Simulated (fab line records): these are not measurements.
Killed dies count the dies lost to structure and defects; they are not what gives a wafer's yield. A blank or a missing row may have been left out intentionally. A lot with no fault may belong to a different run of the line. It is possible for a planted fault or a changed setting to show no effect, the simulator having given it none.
Chamber matching    flow gf180mcu    pecvd-01 running GF_V2_CVD_02: 3 sister chambers
The step deposits SiO2 from TEOS, target thk 850 nm, time 94.851 s. 6 wafers are shown with their chamber, then 8 later ones without.

## WAFERS WITH THEIR CHAMBER
wafer   chamber  heater_power_w (W)
L084.1  1        577
L084.4  1        608
L087.1  2        601
L087.3  0        674
L087.4  2        500
L091.3  0        707

## WAFERS WITHOUT THEIR CHAMBER
wafer   heater_power_w (W)
L091.4  630
L091.6  569
L095.4  498
L095.5  553
L095.6  560
L096.1  701
L096.3  509
L096.6  552

## CHAMBER TAKEN BY EACH
wafer   from the rows above           in truth
L091.4  can't be placed: 1 or 0 or 2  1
L091.6  can't be placed: 2 or 1       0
L095.4  can't be placed: 2 or 1       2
L095.5  can't be placed: 2 or 1       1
L095.6  can't be placed: 2 or 1       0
L096.1  0                             0
L096.3  can't be placed: 2 or 1       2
L096.6  can't be placed: 2 or 1       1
1 of 8 placed correctly. Not placeable from these rows: 7 (in 5, the candidates include the true chamber). 0 placed wrongly.
How it was worked out, from the rows above alone: a wafer's distance from a chamber is the root of the sum, over the readings, of the square of ((its reading less the chamber's mean) divided by the reading's scatter). If the next closest chamber is less than 2 further off than the closest, the wafer can't be placed; otherwise it belongs to the closest. A chamber's mean is the mean of its shown wafers. The scatter: take each reading less its chamber's mean, square it, sum over the shown wafers, divide by the number of wafers less the number of chambers, and take the root.
